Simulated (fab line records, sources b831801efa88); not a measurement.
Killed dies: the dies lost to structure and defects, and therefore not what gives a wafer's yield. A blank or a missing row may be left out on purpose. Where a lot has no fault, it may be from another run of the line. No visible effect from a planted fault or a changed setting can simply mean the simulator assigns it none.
Chamber matching -- flow sfq line -- 4 sister chambers for SFQ_TRILAYER_I2_VIA_BARC_OPEN_VIA_ETCH_096 on rie diel-01
The step etches BARC in O2, target depth 125 nm, time 41.7 s. 7 wafers are shown with their chamber, then 7 later ones without.

EACH WAFER AND ITS CHAMBER
wafer,chamber,drypump motor current A (A),oes product au (a.u.)
L582.3,3,5.2,0.685
L586.5,1,6.1,0.683
L586.6,2,5.4,0.682
L589.3,2,5.4,0.695
L589.6,0,5.8,0.685
L591.2,1,6.1,0.684
L591.3,0,5.9,0.688

WAFERS WITH NO CHAMBER GIVEN
wafer,drypump motor current A (A),oes product au (a.u.)
L591.4,6.1,0.690
L592.1,5.9,0.686
L592.4,6.1,0.683
L592.5,5.2,0.687
L593.1,5.9,0.680
L593.3,5.4,0.688
L593.6,5.9,0.687

WHICH CHAMBER EACH ONE RAN IN
wafer,from the rows above,in truth
L591.4,1,1
L592.1,0,0
L592.4,1,1
L592.5,3,3
L593.1,0,0
L593.3,2,2
L593.6,0,0
Correct placement for 7 of the 7. Not placeable from these rows: 0. Number placed wrongly: 0.
How it was worked out, from the rows above alone: a wafer's distance from a chamber is the root of the sum, over the readings, of the square of ((its reading less the chamber's mean) divided by the reading's scatter). If the next closest chamber is less than 2 further off than the closest, the wafer can't be placed; otherwise it belongs to the closest. A chamber's mean is the mean of its shown wafers. The scatter: take each reading less its chamber's mean, square it, sum over the shown wafers, divide by the number of wafers less the number of chambers, and take the root.
